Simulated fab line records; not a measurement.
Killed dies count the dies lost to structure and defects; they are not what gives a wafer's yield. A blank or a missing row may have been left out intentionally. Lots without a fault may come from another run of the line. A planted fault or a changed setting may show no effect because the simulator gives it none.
Comparing a struck lot with a sound one | flow gf180mcu | 22 out of 602 route steps
Sound: wafers L160.2, L160.4, L160.5. Struck: wafer L165.5 (left out: L165.1, L165.3 of the same lot, which were not struck); the cause appears at the end.
For every step that has rows: the tool of each side, followed by ch and its chambers, followed by its first start. Under that, the readings that differ: sound wafers | struck wafers | difference of the means | sigmas: that difference in standard deviations of wafers without a fault.
alike: readings whose means differ by less than 2 such deviations, and words and numbers that are the same on both sides. not compared: withheld readings, readings that some wafer has no value for, bounds like >300 that may hide the same value, and numbers for which the record gives no deviation and whose values overlap.
A row with sigmas, a row that says differs or no value, or rows on one side alone: a step with any of these is where the two part. Non-overlapping numbers with no deviation appear without sigmas and do not part them. A reading that every wafer of one side lacks parts them only if that side has two wafers or more.

first, 3 steps without rows for these wafers: GF_M1_STRIP_18 (strips in post etch residue remover, time 1200 s); GF_M1_CLEAN_19 (cleans in DIW); GF_V1_CVD_00 (deposits SiO2, target thk 600 nm, time 100 s).
GF_V1_THK_MEAS_01:
  sound on film-metro-03 at day 18 13:49; struck on film-metro-03 at day 20 04:11
  alike: V1_CVD_00_THK
GF_V1_CVD_02: deposits SiO2 from TEOS, target thk 850 nm, time 94.851 s.
  sound on pecvd-04 ch 0,1, day 18 13:52; struck on pecvd-04 ch 0, day 20 04:14
  alike: heater-power-w, susceptor-temp-C
GF_V1_THK_MEAS_03:
  sound on film-metro-03 at day 18 13:57; struck on film-metro-04 at day 20 04:19
  alike: V1_CVD_02_THK
GF_V1_CMP_04: polishes SiO2.
  sound on cmp-01 ch 0,2, day 18 14:00; struck on cmp-02 ch 1, day 20 04:22
  alike: motor-current-A, time-to-endpoint-s
GF_V1_BOW_MEAS_05:
  sound on film-metro-03 at day 18 14:19; struck on film-metro-01 at day 20 04:40
  alike: V1_BOW
then, 4 steps without rows for these wafers: GF_V1_DEHYDRATE_06 (time 60 s); GF_V1_HMDS_07 (prime time 60 s); GF_V1_COAT_08; GF_V1_COAT_09 (resist thk 1000 nm).
GF_V1_SOFTBAKE_10: time 60 s.
  sound on litho-track-01 ch 0, day 19 02:00; struck on litho-track-03 ch 0, day 20 16:00
  reading                  | sound             | struck | difference | sigmas
  chill-plate-temp-C (C)   | 22.79 22.79 22.79 | 23.22  | +0.43      | +4
  heater-power-total-W (W) | 93.14 93.02 93.02 | 99.49  | +6.43      | +97
  run-length-s (s)         | 89.15 89.40 89.09 | 78.09  | -11.12     | -74
  alike: resist-line-temp-C
  not compared: plate-temp-C
then, 3 steps without rows for these wafers: GF_V1_EXPOSE_11 (exposes mask Via1, target cd 260 nm); GF_V1_PEB_12 (peb time 90 s); GF_V1_DEVELOP_13 (develop time 60 s).
GF_V1_CD_MEAS_14: the cd target is 260 nm.
  sound on cd-sem-02 at day 19 14:37; struck on cd-sem-02 at day 21 04:38
  alike: cd-nm
GF_V1_OVL_MEAS_15:
  sound on overlay-02 at day 19 14:43; struck on overlay-02 at day 21 04:45
  alike: V1_OVL
GF_V1_ETCH_16: etches BARC in N2/H2.
  sound on rie-diel-01 ch 0,1,3, day 19 14:45; struck on rie-diel-02 ch 0, day 21 04:47
  reading                | sound                | struck | difference | sigmas
  throttle-valve-pct (%) | 13.210 13.213 13.229 | 13.237 | +0.020     | +2
  model.V1.cd-nm (nm)    | 259.7 258.8 259.3    | 255.9  | -3.4       |
  alike: drypump-motor-current-A, oes-product-au
GF_V1_ETCH_17: etches SiO2 in C4F8/O2/Ar, stops on TiN, target depth 630 nm.
  sound: rie-diel-01 ch 0,1,3; struck: rie-diel-02 ch 0
  reading             | sound             | struck | difference | sigmas
  model.V1.cd-nm (nm) | 259.3 258.9 259.8 | 255.7  | -3.6       |
  alike: oes-product-au
GF_V1_STRIP_18: strips in O2/N2.
  sound on plasma-asher-01 ch 0, day 19 14:53; struck on plasma-asher-01 ch 1, day 21 04:55
  alike: drypump-motor-current-A, heater-power-w, oes-product-au
  not compared: rf-hours-counter-h
GF_PASSIVATION_PROBE_99:
  sound wafers here have rows in the record (prober-02, day 30 06:37); struck ones have none

WHERE THEY PART
First at GF_V1_SOFTBAKE_10; last, within this record, at GF_PASSIVATION_PROBE_99.

WHY: the cause the simulator had injected
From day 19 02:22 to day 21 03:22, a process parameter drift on litho-track-03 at GF_V1_SOFTBAKE_10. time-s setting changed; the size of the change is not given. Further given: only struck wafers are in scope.
